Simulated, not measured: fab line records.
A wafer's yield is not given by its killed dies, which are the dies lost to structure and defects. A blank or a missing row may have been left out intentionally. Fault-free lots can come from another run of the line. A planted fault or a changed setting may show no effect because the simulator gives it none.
Which tool did it? -- flow sky130 -- 6 lots, 18 wafers sampled, at 1 step of a route of 708

WHAT EACH GAUGE READ, for each wafer
SKY_NWELL_TW_MEAS_26.
lot,measured,on,NWELL_2_TW
L368,day 5 12:44,film_metro-04,501 502 501
L370,day 6 00:20,film_metro-03,496 495 496
L374,day 7 01:31,film_metro-04,500 502 498
L380,day 8 14:20,film_metro-02,489 489 492
L386,day 10 04:28,film_metro-02,489 488 491
L389,day 10 22:05,film_metro-04,493 496 497

EACH LOT AND THE TOOL THAT RAN IT (in order: tool; ch and the chambers of the sampled wafers; start)
There is no process step in the record ahead of these readings.

THE ANSWER, worked out from the rows above alone
Rule: the usual values come from the lots themselves. Put in order of their means at a reading, lots are off if they are a third of the lots or fewer, leave a main group of 4 or more, and stand apart from it by a gap of 3 or more times the standard deviation of the main group's means; of several such gaps the widest counts. A main group is skipped when, at the precision printed for the reading in the tables above, its means are all equal. A lot without any number at a reading at which 4 lots or more have one is off too. Any other lot the step has rows for is counted as sound.
Nothing can be told from this: no lot is off at any reading shown.

WHAT HAD BEEN PUT IN BY THE SIMULATOR
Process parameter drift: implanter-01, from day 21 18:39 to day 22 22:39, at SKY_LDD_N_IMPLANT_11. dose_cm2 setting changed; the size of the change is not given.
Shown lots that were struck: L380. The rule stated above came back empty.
